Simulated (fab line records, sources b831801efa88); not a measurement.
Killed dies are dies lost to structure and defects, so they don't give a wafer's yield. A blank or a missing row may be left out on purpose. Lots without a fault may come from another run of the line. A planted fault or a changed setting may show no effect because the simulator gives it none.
A struck lot beside a sound one | flow sky130 | 14 steps out of a route of 708
Sound: wafers L480.1, L480.3, L480.5. Struck: wafers L483.1, L483.4, L483.6. The cause comes at the end.
At each step with rows: each side's tool, then ch and its chambers, then its first start. Under that, the readings that differ: sound wafers | struck wafers | difference of the means | sigmas: that difference in standard deviations of wafers without a fault.
alike: readings whose means differ by less than 2 such deviations, and words and numbers that are the same on both sides. not compared: withheld readings, readings that some wafer has no value for, bounds like >300 that may hide the same value, and numbers for which the record gives no deviation and whose values overlap.
The two part at a step that has a row with sigmas, a row that says differs or no value, or rows on one side only. Numbers that don't overlap but have no deviation are shown without sigmas and don't part them. A reading that every wafer of one side lacks parts them only if that side has two wafers or more.

first, 1 step without rows for these wafers: SKY_LDD_P_DEVELOP_06 (develop time 60 s).
SKY_LDD_P_CD_MEAS_07: target cd 380 nm.
  sound on cd_sem-01, day 19 18:45; struck on cd_sem-01, day 20 17:59
  alike: cd_nm
SKY_LDD_P_OVL_MEAS_08:
  sound on overlay-01, day 19 18:52; struck on overlay-02, day 20 18:06
  alike: LDD_P_OVL
then, 1 step without rows for these wafers: SKY_LDD_P_IMPLANT_09.
SKY_LDD_P_STRIP_10: strips in O2/N2.
  sound on plasma_asher-02 ch 0,1, day 19 19:03; struck on plasma_asher-01 ch 1, day 20 18:17
  alike: drypump_motor_current_A, oes_product_au, strip_time_to_endpoint_s
  not compared: rf_hours_counter_h
SKY_LDD_P_TW_MEAS_11:
  sound on film_metro-03, day 19 19:09; struck on film_metro-03, day 20 18:23
  alike: LDD_P_TW
then, 6 steps without rows for these wafers: SKY_LDD_HVN_DEHYDRATE_00 (time 60 s); SKY_LDD_HVN_HMDS_01 (prime time 60 s); SKY_LDD_HVN_COAT_02 (resist thk 300 nm); SKY_LDD_HVN_SOFTBAKE_03 (time 60 s); SKY_LDD_HVN_EXPOSE_04 (exposes mask HVNTM, target cd 700 nm); SKY_LDD_HVN_PEB_05.
SKY_LDD_HVN_DEVELOP_06: develop time 60 s.
  sound on litho_track-01 ch 0, day 21 00:05; struck on litho_track-01, day 22 01:14
  no value came back on the struck wafers for chill_plate_temp_C (C), develop_time_s (s), developer_temp_C (C); on the sound wafers chill_plate_temp_C (C) reads 23.02 22.87 22.92
SKY_LDD_HVN_OVL_MEAS_07:
  sound on overlay-01, day 21 00:14; struck on overlay-01, day 22 01:23
  reading          | sound          | struck | difference                    | sigmas
  LDD_HVN_OVL (nm) | -2.5 -3.3 -1.2 | - - -  | no value on the struck wafers |

WHERE THEY PART
First at SKY_LDD_HVN_DEVELOP_06; last, within this record, at SKY_LDD_HVN_OVL_MEAS_07.

WHY: what the simulator had put in
Skipped step whole: litho_track-01, from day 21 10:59 on, at SKY_LDD_HVN_DEVELOP_06. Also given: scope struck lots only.
